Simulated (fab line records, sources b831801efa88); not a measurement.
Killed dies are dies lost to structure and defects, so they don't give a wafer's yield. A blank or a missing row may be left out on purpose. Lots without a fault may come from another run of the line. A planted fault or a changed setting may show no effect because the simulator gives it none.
fab line records | flow sky130
record lots=5 wafers=15 last_day=47
route steps=708 shown METAL4@623 VIA4@639
lots that met no fault: from a run of the same line without faults
start_h: hours from the record's first day to the start of the lot's first wafer shown | wait_h: hours since the lot's step before | " the same as in the row above | L1.1+2: a row that stands for several wafers | - no value, or no start given | * or withheld: withheld | < > ~ a bound
route shown NAME@n: a module of which the file shows steps, and the number in the route of the first | usual: mean/standard deviation of fault-free wafers | same: alike in all rows | chamber/n: place in a boat | sites: the reading at each site | _std_site: their standard deviation | _edge_site: outer sites' mean less inner sites' | radius_mm: how far each site lies from the wafer's centre | mask NAME#n: copy n | behind: the tool/chamber that last shaped the wafer | hold: why the lot was held/for how many hours/how that ended | device: the transistor (n, p or np) that didn't switch | end of line: the same wafers' tests at the end of the route | a step without rows: its recipe alone | killed: dies lost to structure and defects at the first sort, not the wafer's yield | map: a wafer's dies, x killed, . not, _ none there
set.NAME: the setting as run; set.NAME@STEP: as run at that earlier step | model.NAME: the simulator's own value behind a step, which no gauge read
lots at some steps of the route; a table a step, a row a wafer
services: from which hour (start_h, from the record's first day; less than 0 if before it) a tool's chamber was out of use, for how many hours, and why
## steps
# step SKY_METAL4_COAT_07
# recipe resist=BARC temp_c=withheld time_s=withheld spin_rpm=3000 resist_thk_nm=60
# usual resist_line_temp_C=*
# columns lot.wafer tool chamber start_h wait_h resist_line_temp_C
L077.2 litho_track-01 0 986.13 0.1 *
L077.3 " 0 " " *
L077.5 " 0 " " *
L079.1 litho_track-01 0 996.85 0.1 *
L079.3 " 0 " " *
L079.6 " 0 " " *
L080.4 litho_track-02 0 1010.61 0.1 *
L080.5 " 0 " " *
L080.6 " 0 " " *
L082.2 litho_track-04 0 1022.46 0.1 *
L082.3 " 0 " " *
L082.5 " 0 " " *
L083.2 litho_track-04 0 1029.31 0.1 *
L083.4 " 0 " " *
L083.6 " 0 " " *
# step SKY_METAL4_COAT_08
# recipe resist=KrF-thick spin_rpm=3000 resist_thk_nm=1140
# usual resist_line_temp_C=22.99/0.096
# columns lot.wafer tool chamber start_h wait_h resist_line_temp_C
L077.2 litho_track-01 0 - - 23.07
L077.3 " 0 " " 23.03
L077.5 " 0 " " 23.09
L079.1 litho_track-01 0 - - 22.98
L079.3 " 0 " " 22.97
L079.6 " 0 " " 22.83
L080.4 litho_track-02 0 - - 22.99
L080.5 " 0 " " 22.99
L080.6 " 0 " " 23.02
L082.2 litho_track-04 0 - - 23.06
L082.3 " 0 " " 22.96
L082.5 " 0 " " 23.01
L083.2 litho_track-04 0 - - 23.04
L083.4 " 0 " " 22.87
L083.6 " 0 " " 23.07
# step SKY_METAL4_SOFTBAKE_09
# recipe temp_c=100 time_s=90 resist=KrF-thick
# usual resist_line_temp_C=23.00/0.1
# columns lot.wafer tool chamber start_h wait_h resist_line_temp_C
L077.2 litho_track-01 0 - - 23.10
L077.3 " 0 " " 23.10
L077.5 " 0 " " 23.02
L079.1 litho_track-01 0 - - 23.12
L079.3 " 0 " " 23.07
L079.6 " 0 " " 22.96
L080.4 litho_track-02 0 - - 23.02
L080.5 " 0 " " 22.91
L080.6 " 0 " " 22.97
L082.2 litho_track-04 0 - - 22.85
L082.3 " 0 " " 22.93
L082.5 " 0 " " 22.77
L083.2 litho_track-04 0 - - 23.03
L083.4 " 0 " " 23.09
L083.6 " 0 " " 23.01
# step SKY_METAL4_EXPOSE_10
# recipe mask_id=MM4 na=0.68 source_shape=annular sigma_inner=0.4 sigma_outer=0.8 target_cd_nm=300 dose_mj=28
# usual stage_vel_mm_s=499.97/0.23
# columns lot.wafer tool chamber start_h wait_h mask stage_vel_mm_s
L077.2 krf_scanner-02 0 - - MM4#0 499.56
L077.3 " 0 " " MM4#0 500.01
L077.5 " 0 " " MM4#0 499.86
L079.1 krf_scanner-01 0 - - MM4#0 500.04
L079.3 " 0 " " MM4#0 499.94
L079.6 " 0 " " MM4#0 500.05
L080.4 krf_scanner-01 0 - - MM4#0 499.96
L080.5 " 0 " " MM4#0 500.04
L080.6 " 0 " " MM4#0 500.25
L082.2 krf_scanner-02 0 - - MM4#0 499.58
L082.3 " 0 " " MM4#0 499.91
L082.5 " 0 " " MM4#0 499.93
L083.2 krf_scanner-02 0 - - MM4#0 499.87
L083.4 " 0 " " MM4#0 499.97
L083.6 " 0 " " MM4#0 499.64
# step SKY_METAL4_PEB_11
# recipe peb_temp_c=withheld peb_time_s=withheld resist=KrF-thick
# usual resist_line_temp_C=*
# columns lot.wafer tool chamber start_h wait_h resist_line_temp_C
L077.2 litho_track-01 0 - - *
L077.3 " 0 " " *
L077.5 " 0 " " *
L079.1 litho_track-01 0 - - *
L079.3 " 0 " " *
L079.6 " 0 " " *
L080.4 litho_track-02 0 - - *
L080.5 " 0 " " *
L080.6 " 0 " " *
L082.2 litho_track-01 0 - - *
L082.3 " 0 " " *
L082.5 " 0 " " *
L083.2 litho_track-01 0 - - *
L083.4 " 0 " " *
L083.6 " 0 " " *
# step SKY_METAL4_DEVELOP_12
# recipe develop_time_s=60 resist=KrF-thick dev_temp_c=21
# usual resist_line_temp_C=22.98/0.095
# same develop_time_s=60
# columns lot.wafer tool chamber start_h wait_h resist_line_temp_C
L077.2 litho_track-01 0 - - 22.95
L077.3 " 0 " " 22.96
L077.5 " 0 " " 22.93
L079.1 litho_track-01 0 - - 22.98
L079.3 " 0 " " 23.15
L079.6 " 0 " " 23.04
L080.4 litho_track-02 0 - - 23.03
L080.5 " 0 " " 22.98
L080.6 " 0 " " 23.10
L082.2 litho_track-01 0 - - 23.02
L082.3 " 0 " " 23.08
L082.5 " 0 " " 22.98
L083.2 litho_track-01 0 - - 22.98
L083.4 " 0 " " 22.99
L083.6 " 0 " " 22.92
# step SKY_METAL4_CD_MEAS_13
# recipe target_cd_nm=300
# usual cd_nm=300.0/1.6
# columns lot.wafer tool chamber start_h wait_h cd_nm
L077.2 cd_sem-01 - 998.67 - 301.2
L077.3 " - " " 300.5
L077.5 " - " " 300.7
L079.1 cd_sem-01 - 1007.90 - 299.0
L079.3 " - " " 300.8
L079.6 " - " " 299.1
L080.4 cd_sem-01 - 1022.65 - 300.2
L080.5 " - " " 300.0
L080.6 " - " " 300.6
L082.2 cd_sem-01 - 1034.07 - 301.3
L082.3 " - " " 300.6
L082.5 " - " " 299.9
L083.2 cd_sem-01 - 1040.42 - 298.7
L083.4 " - " " 297.4
L083.6 " - " " 297.5
# step SKY_METAL4_OVL_MEAS_14
# usual METAL4_OVL=-2/5.2
# columns lot.wafer tool chamber start_h wait_h METAL4_OVL[nm]
L077.2 overlay-01 - 998.78 0.1 -3
L077.3 " - " " -6
L077.5 " - " " -5
L079.1 overlay-01 - 1008.02 0.1 -9
L079.3 " - " " -1
L079.6 " - " " -9
L080.4 overlay-02 - 1022.73 0.1 1
L080.5 " - " " 0
L080.6 " - " " 2
L082.2 overlay-02 - 1034.18 0.1 -10
L082.3 " - " " -2
L082.5 " - " " 1
L083.2 overlay-01 - 1040.53 0.1 4
L083.4 " - " " 1
L083.6 " - " " 1
# step SKY_METAL4_DESCUM_15
# recipe chemistry=O2 source_power_w=150 bias_power_w=0 pressure_mtorr=10 temp_c=40 time_s=8
# usual drypump_motor_current_A=5.6/0.34 oes_product_au=1.001/0.0076
# same bias_power_w=0
# columns lot.wafer tool chamber start_h wait_h drypump_motor_current_A oes_product_au rf_hours_counter_h
L077.2 rie_metal-02 0 998.82 0.0 5.2 1.006 -
L077.3 " 0 " " 5.2 0.992 -
L077.5 " 0 " " 5.2 1.001 -
L079.1 rie_metal-02 1 1008.06 0.0 5.8 0.996 3
L079.3 " 1 " " 5.8 1.000 -
L079.6 " 1 " " 5.8 0.994 -
L080.4 rie_metal-04 0 1022.78 0.0 6.0 1.012 -
L080.5 " 0 " " 6.0 1.007 -
L080.6 " 0 " " 6.0 1.005 -
L082.2 rie_metal-04 1 1034.21 0.0 5.1 1.001 0
L082.3 " 1 " " 5.1 1.001 -
L082.5 " 1 " " 5.1 1.001 -
L083.2 rie_metal-04 1 1040.56 0.0 5.2 0.995 0
L083.4 " 0 " " 6.0 1.014 -
L083.6 " 1 " " 5.1 0.999 -
# step SKY_METAL4_ETCH_16
# recipe chemistry=N2/H2 target=BARC ion_energy_ev=200 bias_w=100 pressure_mtorr=30 n2_flow_sccm=100 h2_flow_sccm=200 icp_w=500 stop_on=SiO2 time_s=88.2 target_depth_a=600
# usual drypump_motor_current_A=5.6/0.34 oes_product_au=0.625/0.0047 throttle_valve_pct=13.205/0.0083
# columns lot.wafer tool chamber start_h wait_h drypump_motor_current_A oes_product_au rf_hours_counter_h throttle_valve_pct
L077.2 rie_metal-02 0 998.91 0.1 5.2 0.626 - 13.201
L077.3 " 0 " " 5.2 0.630 - 13.208
L077.5 " 0 " " 5.2 0.620 - 13.208
L079.1 rie_metal-02 1 1008.09 0.0 5.8 0.629 3 13.205
L079.3 " 1 " " 5.8 0.629 - 13.203
L079.6 " 1 " " 5.8 0.624 - 13.204
L080.4 rie_metal-04 0 1022.91 0.1 6.0 0.624 - 13.197
L080.5 " 0 " " 6.0 0.624 - 13.211
L080.6 " 0 " " 6.0 0.621 - 13.199
L082.2 rie_metal-04 1 1034.24 0.0 5.2 0.624 0 13.212
L082.3 " 1 " " 5.2 0.623 - 13.210
L082.5 " 1 " " 5.2 0.624 - 13.203
L083.2 rie_metal-04 1 1040.59 0.0 5.2 0.625 0 13.213
L083.4 " 0 " " 6.0 0.621 - 13.194
L083.6 " 1 " " 5.2 0.626 - 13.199
# step SKY_METAL4_ETCH_17
# recipe target=SiO2 stop_on=TiN chemistry=C4F8/O2/Ar source_w=1500 bias_w=1200 pressure_mtorr=40 c4f8_flow_sccm=withheld O2_flow_sccm=6 Ar_flow_sccm=300 time_s=3.9 target_depth_a=150
# usual oes_product_au=0.753/0.0064
# columns lot.wafer tool chamber start_h wait_h oes_product_au rf_hours_counter_h
L077.2 rie_diel-03 3 999.07 0.1 0.753 22
L077.3 " 1 " " 0.749 16
L077.5 " 2 " " 0.753 -
L079.1 rie_diel-02 1 1008.19 0.1 0.748 16
L079.3 " 3 " " 0.750 9
L079.6 " 1 " " 0.763 -
L080.4 rie_diel-04 3 1023.01 0.1 0.762 12
L080.5 " 0 " " 0.767 -
L080.6 " 3 " " 0.764 -
L082.2 rie_diel-02 3 1034.34 0.1 0.752 10
L082.3 " 0 " " 0.752 13
L082.5 " 1 " " 0.762 -
L083.2 rie_diel-04 0 1040.69 0.1 0.734 17
L083.4 " 0 " " 0.747 -
L083.6 " 3 " " 0.754 -
# step SKY_METAL4_METAL_ETCH_18
# recipe target_depth_a=8450 stop_on=SiO2 over_etch_frac=0.3 time_s=183.1 chemistry=Cl2/BCl3 resist_sidewall_deg=88 pressure_mtorr=10 icp_w=900 bias_w=48.5 Cl2_flow_sccm=60 bcl3_flow_sccm=30
# usual drypump_motor_current_A=5.7/0.31 oes_product_au=0.866/0.006 throttle_valve_pct=22.263/0.0092
# columns lot.wafer tool chamber start_h wait_h drypump_motor_current_A oes_product_au rf_hours_counter_h throttle_valve_pct
L077.2 rie_metal-03 1 999.09 0.0 5.8 0.864 21 22.261
L077.3 " 1 " " 5.8 0.863 - 22.255
L077.5 " 0 " " 5.9 0.860 - 22.268
L079.1 rie_metal-04 0 1008.21 0.0 6.0 0.868 5 22.249
L079.3 " 1 " " 5.2 0.870 - 22.282
L079.6 " 1 " " 5.2 0.865 - 22.252
L080.4 rie_metal-03 0 1023.20 0.2 5.9 0.870 - 22.254
L080.5 " 0 " " 5.9 0.868 - 22.257
L080.6 " 0 " " 5.9 0.873 - 22.260
L082.2 rie_metal-02 0 1034.36 0.0 5.2 0.862 14 22.273
L082.3 " 1 " " 5.8 0.862 - 22.264
L082.5 " 1 " " 5.8 0.865 - 22.264
L083.2 rie_metal-02 0 1040.71 0.0 5.2 0.865 14 22.263
L083.4 " 0 " " 5.2 0.860 - 22.262
L083.6 " 0 " " 5.2 0.870 - 22.257
# step SKY_METAL4_STRIP_19
# recipe chemistry=O2/N2 power_w=1400 pressure_mtorr=1500 platen_temp_c=withheld o2_flow_sccm=3000 n2_flow_sccm=300 overash_fraction=0.5
# usual drypump_motor_current_A=5.7/0.5 o2_flow_sccm=2998/8.9 oes_product_au=0.501/0.0053 strip_time_to_endpoint_s=6.50/0.066
# columns lot.wafer tool chamber start_h wait_h drypump_motor_current_A o2_flow_sccm oes_product_au rf_hours_counter_h strip_time_to_endpoint_s
L077.2 plasma_asher-04 0 999.27 0.1 5.2 3002 0.503 115 6.57
L077.3 " 1 " " 5.1 3019 0.496 - 6.55
L077.5 " 0 " " 5.2 3003 0.507 - 6.57
L079.1 plasma_asher-04 1 1008.39 0.1 5.1 3004 0.505 116 6.49
L079.3 " 1 " " 5.1 3003 0.506 - 6.61
L079.6 " 0 " " 5.2 2975 0.500 - 6.63
L080.4 plasma_asher-03 0 1023.41 0.2 6.5 2998 0.500 - 6.46
L080.5 " 1 " " 5.9 2980 0.503 - 6.50
L080.6 " 0 " " 6.5 2998 0.504 - 6.49
L082.2 plasma_asher-04 1 1034.60 0.2 5.1 2978 0.512 118 6.55
L082.3 " 0 " " 5.2 2990 0.494 - 6.46
L082.5 " 0 " " 5.2 2987 0.503 - 6.54
L083.2 plasma_asher-02 0 1040.89 0.1 5.9 2997 0.501 61 6.52
L083.4 " 1 " " 6.0 2998 0.502 - 6.50
L083.6 " 1 " " 6.0 3001 0.505 - 6.53
# step SKY_METAL4_STRIP_20
# recipe chemistry=post_etch_residue_remover time_s=1200 temp_c=72.5
# columns lot.wafer tool chamber start_h wait_h
L077.2+3+5 wet_bench-01 0 999.37 0.1
L079.1+3+6 wet_bench-01 3 1008.49 0.1
L080.4+5+6 wet_bench-01 1 1023.63 0.2
L082.2+3+5 wet_bench-04 3 1034.70 0.1
L083.2+4+6 wet_bench-01 2 1040.99 0.1
# step SKY_METAL4_CLEAN_21
# recipe chemistry=IPA time_s=180 temp_c=25
# columns lot.wafer tool chamber start_h wait_h
L077.2+3+5 wet_bench-02 1 999.74 0.0
L079.1+3+6 wet_bench-02 0 1008.83 0.0
L080.4+5+6 wet_bench-04 0 1023.97 0.0
L082.2+3+5 wet_bench-02 2 1035.14 0.0
L083.2+4+6 wet_bench-04 2 1041.33 0.0
# step SKY_METAL4_CLEAN_22
# recipe chemistry=O3/DIW dry=n2_spin
# columns lot.wafer tool chamber start_h wait_h
L077.2+3+5 wet_bench-01 2 999.80 0.0
L079.1+3+6 wet_bench-04 3 1008.89 0.0
L080.4+5+6 wet_bench-02 3 1024.03 0.0
L082.2+3+5 wet_bench-04 3 1035.20 0.0
L083.2+4+6 wet_bench-01 3 1041.40 0.0
# step SKY_VIA4_HDPCVD_00
# recipe material=SiO2 target_thk_nm=1750 sigma_open_frac=0.3 time_s=291.7 temp_c=400 sih4_flow_sccm=60 pressure_mtorr=6
# columns lot.wafer tool chamber start_h wait_h
L077.2+3+5 hdpcvd-02 1,2,1 999.90 0.0
L079.1+3+6 hdpcvd-01 0,1,0 1008.99 0.0
L080.4+5+6 hdpcvd-01 1,2,0 1024.21 0.1
L082.2+3+5 hdpcvd-01 0,1,0 1035.32 0.0
L083.2+4+6 hdpcvd-02 1,0,1 1041.49 0.0
# step SKY_VIA4_THK_MEAS_01
# recipe reads=SiO2_of_VIA4_HDPCVD_00
# usual VIA4_HDPCVD_THK=1751/17
# columns lot.wafer tool chamber start_h wait_h VIA4_HDPCVD_THK[nm]
L077.2 film_metro-04 - 1000.09 0.1 1741
L077.3 " - " " 1729
L077.5 " - " " 1744
L079.1 film_metro-02 - 1009.17 0.1 1770
L079.3 " - " " 1779
L079.6 " - " " 1779
L080.4 film_metro-04 - 1024.33 0.0 1718
L080.5 " - " " 1733
L080.6 " - " " 1730
L082.2 film_metro-01 - 1035.51 0.1 1771
L082.3 " - " " 1762
L082.5 " - " " 1789
L083.2 film_metro-02 - 1041.68 0.1 1740
L083.4 " - " " 1736
L083.6 " - " " 1711
# step SKY_VIA4_CMP_02
# recipe material=SiO2 down_force_psi=4 platen_rpm=60 pad_velocity_m_s=0.94248
# usual motor_current_A=11.7/1
# columns lot.wafer tool chamber start_h wait_h motor_current_A
L077.3 cmp-02 2 1000.19 0.1 12.1
L077.2 " 0 " " 10.7
L077.5 " 2 " " 12.0
L079.1 cmp-02 2 1009.28 0.1 11.7
L079.3 " 0 " " 10.0
L079.6 " 2 " " 11.9
L080.4 cmp-02 0 1024.57 0.2 9.4
L080.5 " 1 " " 12.9
L080.6 " 2 " " 11.8
L082.2 cmp-01 3 1035.64 0.1 14.3
L082.3 " 1 " " 11.2
L082.5 " 3 " " 14.2
L083.4 cmp-02 0 1041.78 0.1 11.1
L083.2 " 1 " " 12.0
L083.6 " 0 " " 10.3
# step SKY_VIA4_BOW_MEAS_03
# recipe mode=bow
# usual VIA4_BOW=81/8.7
# columns lot.wafer tool chamber start_h wait_h VIA4_BOW[um]
L077.2 film_metro-01 - 1000.46 0.1 66
L077.3 " - " " 84
L077.5 " - " " 75
L079.1 film_metro-02 - 1009.53 0.2 90
L079.3 " - " " 80
L079.6 " - " " 85
L080.4 film_metro-02 - 1024.78 0.2 69
L080.5 " - " " 79
L080.6 " - " " 76
L082.2 film_metro-04 - 1035.91 0.2 88
L082.3 " - " " 95
L082.5 " - " " 81
L083.2 film_metro-01 - 1042.05 0.2 70
L083.4 " - " " 89
L083.6 " - " " 85
# step SKY_VIA4_DEHYDRATE_04
# recipe temp_c=200 time_s=60
# usual resist_line_temp_C=23.00/0.12
# columns lot.wafer tool chamber start_h wait_h resist_line_temp_C
L077.2 litho_track-02 0 1011.06 10.6 23.02
L077.3 " 0 " " 23.01
L077.5 " 0 " " 23.16
L079.1 litho_track-02 0 1020.69 11.1 22.98
L079.3 " 0 " " 23.10
L079.6 " 0 " " 23.16
L080.4 litho_track-02 0 1034.86 10.1 22.96
L080.5 " 0 " " 23.03
L080.6 " 0 " " 23.09
L082.2 litho_track-01 0 1047.33 11.4 22.98
L082.3 " 0 " " 22.87
L082.5 " 0 " " 22.84
L083.2 litho_track-03 0 1052.91 10.8 23.18
L083.4 " 0 " " 23.14
L083.6 " 0 " " 23.10
# step SKY_VIA4_HMDS_05
# recipe prime_time_s=60 prime_temp_c=120
# usual resist_line_temp_C=23.00/0.098
# columns lot.wafer tool chamber start_h wait_h resist_line_temp_C
L077.2 litho_track-02 0 1011.21 0.1 22.97
L077.3 " 0 " " 22.96
L077.5 " 0 " " 22.93
L079.1 litho_track-02 0 1020.84 0.1 22.90
L079.3 " 0 " " 22.84
L079.6 " 0 " " 22.90
L080.4 litho_track-02 0 1035.01 0.1 22.96
L080.5 " 0 " " 22.98
L080.6 " 0 " " 23.19
L082.2 litho_track-01 0 1047.48 0.1 23.08
L082.3 " 0 " " 23.01
L082.5 " 0 " " 23.02
L083.2 litho_track-03 0 1053.06 0.1 22.96
L083.4 " 0 " " 23.15
L083.6 " 0 " " 23.13
# step SKY_VIA4_COAT_06
# recipe resist=NOVOLAK spin_rpm=3000 resist_thk_nm=1140
# usual resist_line_temp_C=22.99/0.12
# columns lot.wafer tool chamber start_h wait_h resist_line_temp_C
L077.2 litho_track-02 0 1011.36 0.1 22.89
L077.3 " 0 " " 22.82
L077.5 " 0 " " 22.94
L079.1 litho_track-02 0 1020.99 0.1 22.79
L079.3 " 0 " " 22.78
L079.6 " 0 " " 22.94
L080.4 litho_track-02 0 1035.16 0.1 23.05
L080.5 " 0 " " 23.16
L080.6 " 0 " " 22.91
L082.2 litho_track-01 0 1047.63 0.1 23.04
L082.3 " 0 " " 23.07
L082.5 " 0 " " 23.08
L083.2 litho_track-03 0 1053.21 0.1 23.20
L083.4 " 0 " " 23.15
L083.6 " 0 " " 23.07
# step SKY_VIA4_SOFTBAKE_07
# recipe temp_c=90 time_s=60 resist=NOVOLAK
# usual resist_line_temp_C=22.99/0.11
# columns lot.wafer tool chamber start_h wait_h resist_line_temp_C
L077.2 litho_track-02 0 1011.51 0.1 23.04
L077.3 " 0 " " 23.03
L077.5 " 0 " " 23.20
L079.1 litho_track-02 0 1021.14 0.1 23.01
L079.3 " 0 " " 23.00
L079.6 " 0 " " 23.05
L080.4 litho_track-02 0 1035.31 0.1 23.00
L080.5 " 0 " " 22.98
L080.6 " 0 " " 22.94
L082.2 litho_track-01 0 1047.78 0.1 23.09
L082.3 " 0 " " 23.08
L082.5 " 0 " " 22.86
L083.2 litho_track-03 0 1053.36 0.1 22.93
L083.4 " 0 " " 23.08
L083.6 " 0 " " 23.00
# step SKY_VIA4_EXPOSE_08
# recipe mask_id=VIM4 na=0.6 source_shape=conventional sigma_outer=0.6 polarization=unpolarized target_cd_nm=800 dose_mj=132
# usual stage_vel_mm_s=500.00/0.27
# columns lot.wafer tool chamber start_h wait_h mask stage_vel_mm_s
L077.2 iline_stepper-01 0 - - VIM4#0 499.65
L077.3 " 0 " " VIM4#0 499.76
L077.5 " 0 " " VIM4#0 499.60
L079.1 iline_stepper-02 0 - - VIM4#0 499.86
L079.3 " 0 " " VIM4#0 499.92
L079.6 " 0 " " VIM4#0 499.84
L080.4 iline_stepper-01 0 - - VIM4#0 499.96
L080.5 " 0 " " VIM4#0 500.34
L080.6 " 0 " " VIM4#0 500.19
L082.2 iline_stepper-01 0 - - VIM4#0 500.17
L082.3 " 0 " " VIM4#0 500.05
L082.5 " 0 " " VIM4#0 500.00
L083.2 iline_stepper-02 0 - - VIM4#0 499.98
L083.4 " 0 " " VIM4#0 499.97
L083.6 " 0 " " VIM4#0 499.68
# step SKY_VIA4_PEB_09
# recipe temp_c=withheld time_s=* resist=NOVOLAK
# usual resist_line_temp_C=*
# columns lot.wafer tool chamber start_h wait_h resist_line_temp_C
L077.2 litho_track-01 0 - - *
L077.3 " 0 " " *
L077.5 " 0 " " *
L079.1 litho_track-02 0 - - *
L079.3 " 0 " " *
L079.6 " 0 " " *
L080.4 litho_track-01 0 - - *
L080.5 " 0 " " *
L080.6 " 0 " " *
L082.2 litho_track-01 0 - - *
L082.3 " 0 " " *
L082.5 " 0 " " *
L083.2 litho_track-02 0 - - *
L083.4 " 0 " " *
L083.6 " 0 " " *
# step SKY_VIA4_DEVELOP_10
# recipe resist=NOVOLAK developer=TMAH develop_time_s=60 dev_temp_c=23
# usual resist_line_temp_C=23.02/0.086
# same develop_time_s=60
# columns lot.wafer tool chamber start_h wait_h resist_line_temp_C
L077.2 litho_track-01 0 1023.13 0.1 23.02
L077.3 " 0 " " 22.93
L077.5 " 0 " " 22.91
L079.1 litho_track-02 0 1032.09 0.1 22.91
L079.3 " 0 " " 22.86
L079.6 " 0 " " 23.09
L080.4 litho_track-01 0 1046.93 0.1 23.00
L080.5 " 0 " " 22.93
L080.6 " 0 " " 23.04
L082.2 litho_track-01 0 1057.68 0.1 23.02
L082.3 " 0 " " 23.06
L082.5 " 0 " " 23.05
L083.2 litho_track-02 0 1063.96 0.1 22.97
L083.4 " 0 " " 22.92
L083.6 " 0 " " 23.08
# step SKY_VIA4_OVL_MEAS_11
# usual VIA4_OVL=0.2/1.5
# columns lot.wafer tool chamber start_h wait_h VIA4_OVL[nm]
L077.2 overlay-01 - 1023.26 0.1 0.9
L077.3 " - " " 2.1
L077.5 " - " " 1.9
L079.1 overlay-01 - 1032.24 0.1 -0.6
L079.3 " - " " -1.0
L079.6 " - " " -0.1
L080.4 overlay-02 - 1047.02 0.1 1.9
L080.5 " - " " 1.5
L080.6 " - " " 0.3
L082.2 overlay-01 - 1057.81 0.1 1.3
L082.3 " - " " 1.3
L082.5 " - " " 0.0
L083.2 overlay-02 - 1064.10 0.1 0.9
L083.4 " - " " -0.6
L083.6 " - " " -1.4
# step SKY_VIA4_ETCH_12
# recipe target=SiO2 chemistry=C4F8/O2/Ar stop_on=TiN mask_material=NOVOLAK source_w=1500 bias_w=1200 pressure_mtorr=40 c4f8_flow_sccm=withheld O2_flow_sccm=6 Ar_flow_sccm=300 time_s=withheld target_depth_a=5800
# usual oes_product_au=0.926/0.0047
# columns lot.wafer tool chamber start_h wait_h oes_product_au
L077.2 rie_diel-01 2 1023.29 0.0 0.922
L077.3 " 0 " " 0.927
L077.5 " 0 " " 0.926
L079.1 rie_diel-04 3 1032.28 0.0 0.926
L079.3 " 1 " " 0.928
L079.6 " 2 " " 0.928
L080.4 rie_diel-04 3 1047.04 0.0 0.924
L080.5 " 1 " " 0.931
L080.6 " 0 " " 0.926
L082.2 rie_diel-04 1 1057.84 0.0 0.927
L082.3 " 0 " " 0.929
L082.5 " 1 " " 0.928
L083.2 rie_diel-03 3 1064.13 0.0 0.925
L083.4 " 1 " " 0.919
L083.6 " 2 " " 0.921
# step SKY_VIA4_STRIP_13
# recipe chemistry=O2/N2 power_w=1400 pressure_mtorr=1500 platen_temp_c=withheld o2_flow_sccm=3000 n2_flow_sccm=300 overash_fraction=0.5
# usual drypump_motor_current_A=5.5/0.36 o2_flow_sccm=2999/8.9 oes_product_au=0.709/0.0041 strip_time_to_endpoint_s=12.814/0.03
# columns lot.wafer tool chamber start_h wait_h drypump_motor_current_A o2_flow_sccm oes_product_au rf_hours_counter_h strip_time_to_endpoint_s
L077.2 plasma_asher-04 1 1023.36 - 5.1 3005 0.714 117 12.820
L077.3 " 0 " " 5.2 3004 0.702 - 12.802
L077.5 " 1 " " 5.1 2996 0.712 - 12.772
L079.1 plasma_asher-02 0 1032.35 - 5.9 2993 0.705 60 12.818
L079.3 " 0 " " 5.9 3007 0.707 - 12.774
L079.6 " 0 " " 5.9 2992 0.703 - 12.791
L080.4 plasma_asher-02 0 1047.15 - 5.9 3006 0.711 - 12.816
L080.5 " 0 " " 5.9 2992 0.706 - 12.842
L080.6 " 1 " " 6.0 2991 0.712 - 12.877
L082.2 plasma_asher-01 0 1057.91 - 5.3 3010 0.707 90 12.855
L082.3 " 1 " " 5.4 3004 0.709 - 12.869
L082.5 " 0 " " 5.2 3002 0.712 - 12.857
L083.2 plasma_asher-01 0 1064.20 - 5.2 3002 0.710 91 12.824
L083.4 " 0 " " 5.2 2994 0.712 - 12.832
L083.6 " 1 " " 5.3 2995 0.709 - 12.822
# step SKY_VIA4_STRIP_14
# recipe chemistry=post_etch_residue_remover time_s=1200 temp_c=72.5
# columns lot.wafer tool chamber start_h wait_h
L077.2+3+5 wet_bench-02 0 1023.46 0.1
L079.1+3+6 wet_bench-03 1 1032.45 0.1
L080.4+5+6 wet_bench-01 0 1047.21 0.0
L082.2+3+5 wet_bench-03 0 1058.01 0.1
L083.2+4+6 wet_bench-01 3 1064.30 0.1
# step SKY_VIA4_CLEAN_15
# recipe chemistry=IPA time_s=180 temp_c=25
# columns lot.wafer tool chamber start_h wait_h
L077.2+3+5 wet_bench-03 1 1023.80 0.0
L079.1+3+6 wet_bench-01 3 1032.79 0.0
L080.4+5+6 wet_bench-03 0 1047.55 0.0
L082.2+3+5 wet_bench-03 2 1058.35 0.0
L083.2+4+6 wet_bench-02 3 1064.64 0.0
# step SKY_VIA4_CLEAN_16
# recipe chemistry=O3/DIW dry=n2_spin
# columns lot.wafer tool chamber start_h wait_h
L077.2+3+5 wet_bench-03 0 1023.87 0.0
L079.1+3+6 wet_bench-02 3 1032.85 0.0
L080.4+5+6 wet_bench-01 2 1047.61 0.0
L082.2+3+5 wet_bench-03 0 1058.41 0.0
L083.2+4+6 wet_bench-03 2 1064.70 0.0
# step SKY_VIA4_SPUTTER_17
# recipe material=TiN target_thk_nm=20 chamber_pressure_pa=5 power_w=4000 time_s=80
# usual throttle_valve_pct=29.9/1.3
# columns lot.wafer tool chamber start_h wait_h throttle_valve_pct
L077.2 pvd_sputter-01 - 1023.97 0.0 30.6
L077.3 " - " " 29.8
L077.5 " - " " 27.5
L079.1 pvd_sputter-02 - 1032.95 0.0 27.8
L079.3 " - " " 28.5
L079.6 " - " " 28.4
L080.4 pvd_sputter-02 - 1047.70 0.0 28.1
L080.5 " - " " 28.3
L080.6 " - " " 31.7
L082.2 pvd_sputter-04 - 1058.50 0.0 30.5
L082.3 " - " " 28.6
L082.5 " - " " 30.6
L083.2 pvd_sputter-01 - 1064.79 0.0 31.4
L083.4 " - " " 30.3
L083.6 " - " " 30.3
# step SKY_VIA4_CVD_18
# recipe material=W target_thk_nm=505 time_s=152.14 temp_c=400 pressure_torr=40
# usual chamber_pressure_Torr=40.02/0.081 heater_power_w=819/43
# columns lot.wafer tool chamber start_h wait_h chamber_pressure_Torr heater_power_w
L077.2 cvd_w-01 1 1024.03 0.0 39.89 883
L077.3 " 1 " " 39.98 900
L077.5 " 1 " " 39.94 871
L079.1 cvd_w-02 0 1033.01 0.0 39.98 788
L079.3 " 0 " " 39.87 790
L079.6 " 0 " " 40.00 811
L080.4 cvd_w-01 0 1047.82 0.1 40.05 827
L080.5 " 0 " " 40.11 812
L080.6 " 1 " " 39.92 881
L082.2 cvd_w-01 0 1058.57 0.0 40.13 830
L082.3 " 0 " " 39.98 806
L082.5 " 0 " " 40.09 801
L083.2 cvd_w-01 0 1064.85 0.0 39.96 808
L083.4 " 1 " " 40.02 904
L083.6 " 0 " " 39.98 816
## services
# columns tool chamber start_h hours kind
iline_stepper-02 - 966.08 1.7 pm
wet_bench-03 - 966.36 4.3 repair
pvd_sputter-02 - 967.72 1.6 repair
krf_scanner-01 - 971.22 0.8 pm
cmp-02 - 974.73 0.2 repair
krf_scanner-02 - 982.98 0.8 pm
krf_scanner-01 - 985.75 1.0 pm
rie_metal-03 - 987.69 4.4 repair
rie_metal-02 1 993.90 5.6 repair
cmp-02 - 996.62 0.8 repair
rie_diel-04 0 998.50 10.6 repair
plasma_asher-02 - 1000.25 0.6 repair
krf_scanner-02 - 1001.33 1.0 pm
cmp-02 - 1004.48 3.1 repair
rie_diel-02 - 1013.74 1.7 repair
rie_diel-04 - 1025.67 0.1 repair
rie_diel-03 3 1026.82 2.6 repair
krf_scanner-01 - 1033.03 0.8 repair
krf_scanner-02 - 1035.40 3.6 pm
rie_diel-04 1 1039.09 7.6 repair
krf_scanner-02 - 1052.70 1.3 pm
rie_diel-04 - 1054.51 1.3 repair
plasma_asher-04 - 1055.25 9.0 pm
cmp-02 - 1056.92 5.4 pm
## key
fault none
